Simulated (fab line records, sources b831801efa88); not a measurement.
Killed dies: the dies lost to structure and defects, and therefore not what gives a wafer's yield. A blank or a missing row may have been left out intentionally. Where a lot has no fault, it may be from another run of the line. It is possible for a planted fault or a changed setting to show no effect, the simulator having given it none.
Struck lot and sound lot, side by side + flow sky130 + 44 steps out of a route of 708
Sound: the wafers L287.1, L287.3, L287.6. Struck: wafer L302.1; the same lot's L302.6 was not struck, so it is left out; see the end for the cause.
At each step with rows: each side's tool, then ch and its chambers, then its first start. Under that, the readings that differ: sound wafers + struck wafers + difference of the means + sigmas: that difference in standard deviations of wafers without a fault.
alike: words and numbers the same on both sides, and readings whose means are apart by under 2 such deviations; not compared: readings that were withheld, readings missing a value for some wafer, numbers with overlapping values and no deviation given by the record, and bounds like >300 which may hide the same value.
A row with sigmas, a row that says differs or no value, or rows on one side alone: a step with any of these is where the two part. Numbers that have no deviation but don't overlap get no sigmas and don't part them. A reading that every wafer of one side lacks parts them only if that side has two wafers or more.

SKY_METAL4_CD_MEAS_13 targets a cd of 300 nm.
  sound on cd sem-01 at day 43 22:31; struck on cd sem-02 at day 49 11:55
  alike: cd nm
SKY_METAL4_OVL_MEAS_14:
  sound on overlay-02 at day 43 22:38; struck on overlay-01 at day 49 12:02
  alike: METAL4_OVL
SKY_METAL4_DESCUM_15: chemistry O2, time 8 s.
  sound on rie metal-03 ch 0, day 43 22:41; struck on rie metal-03 ch 1, day 49 12:05
| reading                     | sound       | struck | difference | sigmas |
|-----------------------------|-------------|--------|------------|--------|
| drypump motor current A (A) | 5.7 5.7 5.7 | 5.0    | -0.7       | -2     |
  alike: he backside leak sccm, oes product au
  not compared: rf hours counter h
then, 1 step without rows for these wafers: SKY_METAL4_ETCH_16 (etches BARC in N2/H2, stops on SiO2, time 88.2 s, target depth 60 nm).
SKY_METAL4_ETCH_17: etches SiO2 in C4F8/O2/Ar, stops on TiN, time 3.9 s, target depth 15 nm.
  sound on rie diel-04 ch 0,1,3, day 43 22:49; struck on rie diel-03 ch 1, day 49 12:20
  alike: oes product au
  not compared: rf hours counter h
then, 1 step without rows for these wafers: SKY_METAL4_METAL_ETCH_18 (etches the open film in Cl2/BCl3, stops on SiO2, target depth 845 nm, time 183.1 s).
SKY_METAL4_STRIP_19: strips in O2/N2.
  sound on plasma asher-03 ch 0,1, day 43 23:00; struck on plasma asher-03 ch 1, day 49 12:32
  alike: drypump motor current A, n2 flow sccm, oes product au, strip time to endpoint s
  not compared: rf hours counter h
then, 4 steps without rows for these wafers: SKY_METAL4_STRIP_20 (strips in post etch residue remover, time 1200 s); SKY_METAL4_CLEAN_21 (cleans in IPA, time 180 s); SKY_METAL4_CLEAN_22 (cleans in O3/DIW); SKY_VIA4_HDPCVD_00 (deposits SiO2, target thk 1750 nm, time 291.7 s).
SKY_VIA4_THK_MEAS_01:
  sound on film metro-01 at day 43 23:46; struck on film metro-04 at day 49 13:19
  alike: VIA4_HDPCVD_THK
SKY_VIA4_CMP_02: polishes SiO2.
  sound on cmp-02 ch 0,1,2, day 43 23:50; struck on cmp-02 ch 3, day 49 13:32
| reading                                  | sound             | struck | difference | sigmas |
|------------------------------------------|-------------------|--------|------------|--------|
| model.SiO2_of_VIA4_HDPCVD_00.thk nm (nm) | 579.3 577.7 582.3 | 637.7  | +57.9      |        |
  alike: motor current A, platen rpm, slurry filter dp kPa
SKY_VIA4_BOW_MEAS_03:
  sound on film metro-01 at day 44 00:08; struck on film metro-01 at day 49 13:41
| reading       | sound    | struck | difference | sigmas |
|---------------|----------|--------|------------|--------|
| VIA4_BOW (um) | 70 70 73 | 87     | +16        | +2     |
then, 7 steps without rows for these wafers: SKY_VIA4_DEHYDRATE_04 (time 60 s); SKY_VIA4_HMDS_05 (prime time 60 s); SKY_VIA4_COAT_06 (resist thk 1140 nm); SKY_VIA4_SOFTBAKE_07 (time 60 s); SKY_VIA4_EXPOSE_08 (exposes mask VIM4, target cd 800 nm); SKY_VIA4_PEB_09; SKY_VIA4_DEVELOP_10 (develop time 60 s).
SKY_VIA4_OVL_MEAS_11:
  sound on overlay-01 at day 44 23:54; struck on overlay-02 at day 50 07:04
| reading       | sound       | struck | difference | sigmas |
|---------------|-------------|--------|------------|--------|
| VIA4_OVL (nm) | 2.4 3.1 2.9 | -1.5   | -4.3       | -3     |
SKY_VIA4_ETCH_12: etches SiO2 in C4F8/O2/Ar, stops on TiN, target depth 580 nm.
  sound on rie diel-02 ch 0,1,2, day 44 23:56; struck on rie diel-01 ch 3, day 50 07:07
| reading                          | sound             | struck | difference | sigmas |
|----------------------------------|-------------------|--------|------------|--------|
| oes product au (a.u.)            | 0.919 0.927 0.922 | 0.972  | +0.049     | +10    |
| model.etch.depth nm (nm)         | 579.3 577.7 582.3 | 637.7  | +57.9      |        |
| model.VIA4.feature depth nm (nm) | 579.3 577.7 582.3 | 637.7  | +57.9      |        |
SKY_VIA4_STRIP_13: strips in O2/N2.
  sound on plasma asher-01 ch 0,1, day 45 00:01; struck on plasma asher-04 ch 1, day 50 07:11
  alike: drypump motor current A, n2 flow sccm, oes product au, strip time to endpoint s
  not compared: rf hours counter h
then, 5 steps without rows for these wafers: SKY_VIA4_STRIP_14 (strips in post etch residue remover, time 1200 s); SKY_VIA4_CLEAN_15 (cleans in IPA, time 180 s); SKY_VIA4_CLEAN_16 (cleans in O3/DIW); SKY_VIA4_SPUTTER_17 (material TiN, target thk 20 nm, time 80 s); SKY_VIA4_CVD_18 (deposits W, target thk 505 nm, time 152.14 s).
SKY_VIA4_RS_MEAS_19: uses a four-point probe to measure.
  sound on film metro-01 at day 45 00:49; struck on film metro-04 at day 50 07:59
  alike: VIA4_W_RS
SKY_VIA4_THK_MEAS_20: measures by xrf.
  sound on film metro-01 at day 45 00:56; struck on film metro-04 at day 50 08:06
  alike: VIA4_W_THK
then, 5 steps without rows for these wafers: SKY_VIA4_CMP_21 (polishes, stops on SiO2, t overpolish 25 s, target thk 0 nm); SKY_METAL5_SPUTTER_00 (material Ti, target thk 15 nm, time 10 s); SKY_METAL5_SPUTTER_01 (material TiN, target thk 20 nm, time 16.7 s); SKY_METAL5_SPUTTER_02 (material AlCu, target thk 1150 nm, time 61.2 s); SKY_METAL5_SPUTTER_03 (material Ti, target thk 5 nm, time 3.3 s).
SKY_METAL5_SPUTTER_04: material TiN, target thk 70 nm, time 58.3 s.
  sound on pvd sputter-04 at day 45 01:25; struck on pvd sputter-02 at day 50 08:35
  alike: throttle valve pct
SKY_METAL5_RS_MEAS_05: uses a four-point probe to measure.
  sound on film metro-03 at day 45 01:28; struck on film metro-03 at day 50 08:38
| reading                 | sound                | struck | difference | sigmas |
|-------------------------|----------------------|--------|------------|--------|
| METAL5_ALCU_RS (ohm/sq) | 0.0272 0.0277 0.0275 | 0.0263 | -0.0012    | -3     |
SKY_METAL5_THK_MEAS_06: measures by xrf.
  sound on film metro-03 at day 45 01:35; struck on film metro-03 at day 50 08:45
| reading              | sound          | struck | difference | sigmas |
|----------------------|----------------|--------|------------|--------|
| METAL5_ALCU_THK (nm) | 1134 1100 1117 | 1160   | +43        | +3     |
then, 3 steps without rows for these wafers: SKY_METAL5_DEHYDRATE_07 (time 60 s); SKY_METAL5_HMDS_08 (prime time 60 s); SKY_METAL5_COAT_09 (resist thk 1800 nm).
SKY_METAL5_METAL_ETCH_15: etches the open film in Cl2/BCl3, stops on SiO2, target depth 1260 nm, time 252 s.
  sound on rie metal-01 ch 0,1, day 45 22:54; struck on rie metal-02 ch 1, day 51 01:59
| reading                                  | sound             | struck | difference | sigmas |
|------------------------------------------|-------------------|--------|------------|--------|
| oes product au (a.u.)                    | 0.897 0.884 0.902 | 0.905  | +0.011     | +2     |
| model.SiO2_of_VIA4_HDPCVD_00.thk nm (nm) | 548.3 546.8 550.8 | 606.8  | +58.2      |        |
  alike: bcl3 flow sccm, drypump motor current A, he backside leak sccm, throttle valve pct
  not compared: rf hours counter h
SKY_PAD_OPEN_PROBE_99:
  sound on prober-01 at day 47 22:13; struck on prober-02 at day 52 15:23
| reading                       | sound                | struck | difference | sigmas |
|-------------------------------|----------------------|--------|------------|--------|
| model.etest.via4 chain.rc ohm | 0.7988 0.7865 0.7964 | 1.272  | +0.478     |        |

WHERE THEY PART
First at SKY_METAL4_DESCUM_15; last, within this record, at SKY_METAL5_METAL_ETCH_15.

WHY: the cause the simulator had injected
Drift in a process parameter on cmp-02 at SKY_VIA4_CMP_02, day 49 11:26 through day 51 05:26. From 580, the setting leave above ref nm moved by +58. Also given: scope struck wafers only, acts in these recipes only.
